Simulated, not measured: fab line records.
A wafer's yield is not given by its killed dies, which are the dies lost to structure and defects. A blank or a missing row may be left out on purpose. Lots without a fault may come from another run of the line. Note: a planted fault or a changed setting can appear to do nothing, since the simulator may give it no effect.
Matching of chambers    flow sky130    SKY_LI_CONTACT_CMP_24 on cmp-02 has 4 sister chambers
The step polishes, stops on PSG, t overpolish 20 s, target thk 0 nm. 4 wafers are shown with their chamber, then 7 later ones without.

WAFERS WITH THEIR CHAMBER
wafer   chamber  motorCurrentA (A)
L173.2  1        10.5
L173.6  2        9.8
L177.1  0        10.3
L177.4  3        12.6

WAFERS MISSING THEIR CHAMBER
wafer   motorCurrentA (A)
L177.5  10.8
L186.2  11.0
L186.5  9.7
L186.6  12.2
L189.3  11.8
L189.4  12.5
L189.5  10.5

CHAMBER TAKEN BY EACH
wafer   from the rows above           in truth
L177.5  can't be placed: 1 or 0 or 2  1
L186.2  can't be placed: 1 or 0 or 2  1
L186.5  can't be placed: 2 or 0 or 1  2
L186.6  3                             3
L189.3  can't be placed: 3 or 1 or 0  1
L189.4  3                             3
L189.5  can't be placed: 1 or 0 or 2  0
Correct placement for 2 of the 7. Unplaceable from these rows: 5, with the true chamber sitting among the candidates in 5. Wrongly placed: 0.
How it was worked out, from the rows above alone: a wafer's distance from a chamber is the root of the sum, over the readings, of the square of ((its reading less the chamber's mean) divided by the reading's scatter). If the next closest chamber is less than 2 further off than the closest, the wafer can't be placed; otherwise it belongs to the closest. A chamber's mean is the mean of its shown wafers. The scatter: with one shown wafer a chamber, the root of the mean of the squares of how far each hidden wafer lies from its nearest shown one.
